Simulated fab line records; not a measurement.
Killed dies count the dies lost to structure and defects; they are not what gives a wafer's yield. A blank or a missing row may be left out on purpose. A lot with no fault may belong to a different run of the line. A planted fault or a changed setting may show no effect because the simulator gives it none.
The tool behind it: which one? ; flow sfqLine ; Sampling: 7 lots, 21 wafers, 2 of 325 route steps

== WHAT THE GAUGES READ, wafer by wafer ==
SFQ_L0_RS_MEAS_901: measurement is done with a four-point probe.
lot;measured;on;L0_MONX_KI_RS (ohm/sq)
L361;day 1 22:35;filmMetro-02;43.8 44.0 43.4
L364;day 2 13:35;filmMetro-01;44.4 44.3 44.3
L366;day 2 23:34;filmMetro-04;43.3 43.7 43.5
L372;day 4 05:34;filmMetro-04;44.0 61.9 44.8
L376;day 5 01:35;filmMetro-01;43.4 44.1 44.3
L379;day 5 16:35;filmMetro-01;44.2 43.6 44.0
L381;day 6 02:35;filmMetro-04;43.7 43.5 43.0

== WHICH TOOL RAN EACH LOT (tool, then ch and the chambers of the sampled wafers, then the start) ==
lot;SFQ_TRILAYER_L0_DEP_SPUTTER_003
L361;pvdSputter-05, day 1 22:29
L364;pvdSputter-04, day 2 13:29
L366;pvdSputter-04, day 2 23:29
L372;pvdSputter-04, day 4 05:29
L376;pvdSputter-05, day 5 01:29
L379;pvdSputter-03, day 5 16:29
L381;pvdSputter-05, day 6 02:29
- SFQ_TRILAYER_L0_DEP_SPUTTER_003: material MoNx KI, target thk 40 nm, time 100 s.

== THE ANSWER, worked out from the rows above alone ==
Rule: usual is defined by the lots themselves. Put in order of their means at a reading, lots are off if they are a third of the lots or fewer, leave a main group of 4 or more, and stand apart from it by a gap of 3 or more times the standard deviation of the main group's means; of several such gaps the widest counts. A main group whose means are all the same, to the digits that the tables above print for the reading, isn't used. Also off: a lot with no number at a reading for which 4 or more lots have one. The other lots that the step has rows for count as sound.
Off: at SFQ_L0_RS_MEAS_901 (L0_MONX_KI_RS), L372. Main group: mean 43.8 ohm/sq, sd 0.31.
If a tool, at a process step before that reading, ran all the lots that are off and no sound lot after the first of them, it fits. The gauges at SFQ_L0_RS_MEAS_901 are tried like those tools. One fits: SFQ_TRILAYER_L0_DEP_SPUTTER_003 on pvdSputter-04. Its last sound lot is L366 (day 2 23:29), its first lot that is off L372 (day 4 05:29): a fault that began between those two fits.

== WHAT THE SIMULATOR PUT IN ==
Site profile drift: pvdSputter-04, from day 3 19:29 on, at SFQ_TRILAYER_L0_DEP_SPUTTER_003. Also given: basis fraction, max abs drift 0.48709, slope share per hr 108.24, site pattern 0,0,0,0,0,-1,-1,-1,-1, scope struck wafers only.
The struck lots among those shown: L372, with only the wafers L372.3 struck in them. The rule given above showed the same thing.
